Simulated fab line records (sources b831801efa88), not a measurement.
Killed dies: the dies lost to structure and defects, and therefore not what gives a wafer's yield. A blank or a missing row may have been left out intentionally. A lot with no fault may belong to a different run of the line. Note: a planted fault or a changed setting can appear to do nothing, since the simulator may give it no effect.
A struck lot beside a sound one	flow sky130	36 steps out of a route of 708
Sound: wafers L875.1, L875.3, L875.6. Struck: wafers L882.1, L882.6. At the end, the cause is stated.
At each step with rows: each side's tool, then ch and its chambers, then its first start. Under that, the readings that differ: sound wafers	struck wafers	difference of the means	sigmas: that difference in standard deviations of wafers without a fault.
alike: readings whose means differ by less than 2 such deviations, and words and numbers that are the same on both sides. not compared: withheld readings, readings that some wafer has no value for, bounds like >300 that may hide the same value, and numbers for which the record gives no deviation and whose values overlap.
Wherever a step has rows on one side only, a row that says differs or no value, or a row with sigmas, the two part there. When numbers do not overlap yet have no deviation, they are printed without sigmas and do not part them. A reading missing from all wafers of one side parts the sides only when that side holds two or more wafers.

first, 10 steps without rows for these wafers: SKY_POLY_CUT_ETCH_10 (etches BARC in N2/H2, stops on SiO2, time 45.9 s, target depth 60 nm); SKY_POLY_CUT_ETCH_11 (etches Si3N4 in CF4/CH2F2/Ar, stops on poly-Si, time 42.5 s, target depth 60 nm); SKY_POLY_CUT_STRIP_12 (strips in O2/N2); SKY_SD_P_DEHYDRATE_00 (time 60 s); SKY_SD_P_HMDS_01 (prime time 60 s); SKY_SD_P_COAT_02 (resist thk 1140 nm); SKY_SD_P_SOFTBAKE_03 (time 60 s); SKY_SD_P_EXPOSE_04 (exposes mask PSDM, target cd 380 nm); SKY_SD_P_PEB_05; SKY_SD_P_DEVELOP_06 (develop time 60 s).
SKY_SD_P_IMPLANT_09:
  sound on implanter-02 ch 0, day 27 02:11; struck on implanter-02 ch 0, day 29 19:17
  alike: tilt-deg
SKY_SD_P_STRIP_10: strips in O2/N2.
  sound on plasma-asher-02 ch 0, day 27 02:20; struck on plasma-asher-03 ch 0, day 29 19:26
reading	sound	struck	difference	sigmas
oes-product-au (a.u.)	0.612 0.627 0.618	0.629 0.628	+0.010	+2
strip-time-to-endpoint-s (s)	17.58 17.59 17.55	17.14 17.07	-0.47	-13
  alike: drypump-motor-current-A
  not compared: rf-hours-counter-h
SKY_SD_P_TW_MEAS_11:
  sound on film-metro-02, day 27 02:26; struck on film-metro-04, day 29 19:32
reading	sound	struck	difference	sigmas
SD_P_TW	2791 2796 2806	2721 2700	-87	-3
then, 21 steps without rows for these wafers: SKY_RES_XHIGH_DEHYDRATE_00 (time 60 s); SKY_RES_XHIGH_HMDS_01 (prime time 60 s); SKY_RES_XHIGH_COAT_02 (resist thk 1140 nm); SKY_RES_XHIGH_SOFTBAKE_03 (time 60 s); SKY_RES_XHIGH_EXPOSE_04 (exposes mask URPM, target cd 1270 nm); SKY_RES_XHIGH_PEB_05; SKY_RES_XHIGH_DEVELOP_06 (develop time 60 s); SKY_RES_XHIGH_IMPLANT_07; SKY_RES_XHIGH_STRIP_08 (strips in O2/N2); SKY_SD_N_DEHYDRATE_00 (time 60 s); SKY_SD_N_HMDS_01 (prime time 60 s); SKY_SD_N_COAT_02 (resist thk 1140 nm); SKY_SD_N_SOFTBAKE_03 (time 60 s); SKY_SD_N_EXPOSE_04 (exposes mask NSDM, target cd 380 nm); SKY_SD_N_PEB_05; SKY_SD_N_DEVELOP_06 (develop time 60 s); SKY_SD_N_IMPLANT_09; SKY_SD_N_IMPLANT_10; SKY_SD_N_STRIP_11 (strips in O2/N2); SKY_SD_N_CLEAN_13 (cleans in SC1/SC2, time 150 s); SKY_SD_N_RTA_14 (time 2 s).
-- the record jumps here: 2 days lie between the struck wafers' starts before and after --
SKY_SD_N_RS_MEAS_17: measures by four-point-probe.
  sound on film-metro-02, day 29 12:12; struck on film-metro-03, day 32 03:56
reading	sound	struck	difference	sigmas
SD_P_RS (ohm/sq)	147.5 147.8 147.0	150.3 150.3	+2.9	+9
-- the record jumps here: 17 days lie between the struck wafers' starts before and after (it left off in module SD_N and takes up again in module PAD_OPEN, whose first step shown is number 708 of the route) --
SKY_PAD_OPEN_PROBE_99:
  sound on prober-02, day 46 22:22; struck on prober-01, day 48 20:57
reading	sound	struck	difference	sigmas
model.etest.licon-high-po.rc-ohm	353.1 370.8 357.9	619.7 591.4	+244.9	
model.etest.res-high-po.line-ohm-um	753.4 755.3 739	974.7 978.6	+227.4	
model.etest.res-pdiff.line-ohm-um	1408 1420 1409	1527 1523	+113	
model.etest.res-high-po.rs-ohm-sq-range	5.88 5.985 6.423	89.78 91.94	+84.76	
model.etest.res-high-po.rs-ohm-sq	263.4 264.4 261.5	340.5 338.4	+76.4	
model.etest.licon-pdiff.rc-ohm	597.1 589.5 563.8	635.4 625.6	+47.0	
model.etest.res-high-po.rs-ohm-sq-rim-less-centre	1.01 2.651 3.589	-48.54 -44.14	-48.76	
  alike: killed_at_M0_to_M3, killed_at_M4_up, killed-at-contacts, killed-at-front-end, killed-at-other, killed-dies, killed-open, killed-short
  not compared: model.etest.pfet_01v8.r-on-ohm-um

== WHERE THEY PART ==
First at SKY_SD_P_STRIP_10; last, within this record, at SKY_SD_N_RS_MEAS_17. Later steps at which nothing parts them and some readings are alike: SKY_PAD_OPEN_PROBE_99.

WHY: whatever the simulator had introduced
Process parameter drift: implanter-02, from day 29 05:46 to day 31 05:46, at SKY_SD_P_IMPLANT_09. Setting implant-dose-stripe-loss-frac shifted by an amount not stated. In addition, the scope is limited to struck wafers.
